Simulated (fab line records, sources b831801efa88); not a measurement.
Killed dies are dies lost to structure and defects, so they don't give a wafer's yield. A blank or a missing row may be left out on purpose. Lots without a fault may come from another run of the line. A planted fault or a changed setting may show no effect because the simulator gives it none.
A struck lot beside a sound one | flow gf180mcu | 14 steps out of a route of 602
Sound: wafers L486.1, L486.4, L486.6. Struck: wafers L498.1, L498.3, L498.5. The cause comes at the end.
At each step with rows: each side's tool, then ch and its chambers, then its first start. Under that, the readings that differ: sound wafers | struck wafers | difference of the means | sigmas: that difference in standard deviations of wafers without a fault.
alike: readings whose means differ by less than 2 such deviations, and words and numbers that are the same on both sides. not compared: withheld readings, readings that some wafer has no value for, bounds like >300 that may hide the same value, and numbers for which the record gives no deviation and whose values overlap.
The two part at a step that has a row with sigmas, a row that says differs or no value, or rows on one side only. Numbers that don't overlap but have no deviation are shown without sigmas and don't part them. A reading that every wafer of one side lacks parts them only if that side has two wafers or more.

GF_HV_LDD_OVL_MEAS_32:
  sound on overlay-01, day 14 21:23; struck on overlay-02, day 18 22:00
  alike: HV_LDD_02_OVL
then, 4 steps without rows for these wafers: GF_HV_LDD_IMPLANT_33; GF_HV_LDD_IMPLANT_34; GF_HV_LDD_IMPLANT_35; GF_HV_LDD_IMPLANT_36.
GF_HV_LDD_STRIP_37: strips in O2/N2.
  sound on plasma_asher-04 ch 0,1, day 14 22:22; struck on plasma_asher-04 ch 0,1, day 18 22:38
  reading               | sound             | struck            | difference | sigmas
  oes_product_au (a.u.) | 0.721 0.726 0.712 | 0.711 0.706 0.712 | -0.010     | -2
  alike: drypump_motor_current_A, heater_power_w, strip_time_to_endpoint_s
  not compared: rf_hours_counter_h
GF_HV_LDD_TW_MEAS_38:
  sound on film_metro-01, day 14 22:28; struck on film_metro-02, day 18 22:44
  alike: HV_LDD_3_TW
then, 5 steps without rows for these wafers: GF_HV_LDD_DEHYDRATE_39 (time 60 s); GF_HV_LDD_HMDS_40 (prime time 60 s); GF_HV_LDD_COAT_41 (resist thk 1000 nm); GF_HV_LDD_SOFTBAKE_42 (time 60 s); GF_HV_LDD_EXPOSE_43 (exposes mask Pplus HV AREA, target cd 400 nm).
GF_HV_LDD_PEB_44:
  sound on litho_track-04 ch 0, day 15 20:25; struck on litho_track-04, day 19 23:19
  reading         | sound          | struck | difference                    | sigmas
  exhaust_pa (Pa) | 45.0 44.0 43.7 | - - -  | no value on the struck wafers |
  not compared: chill_plate_temp_C
then, 1 step without rows for these wafers: GF_HV_LDD_DEVELOP_45 (develop time 60 s).

WHERE THEY PART
First at GF_HV_LDD_STRIP_37; last, within this record, at GF_HV_LDD_PEB_44.

WHY: what the simulator had put in
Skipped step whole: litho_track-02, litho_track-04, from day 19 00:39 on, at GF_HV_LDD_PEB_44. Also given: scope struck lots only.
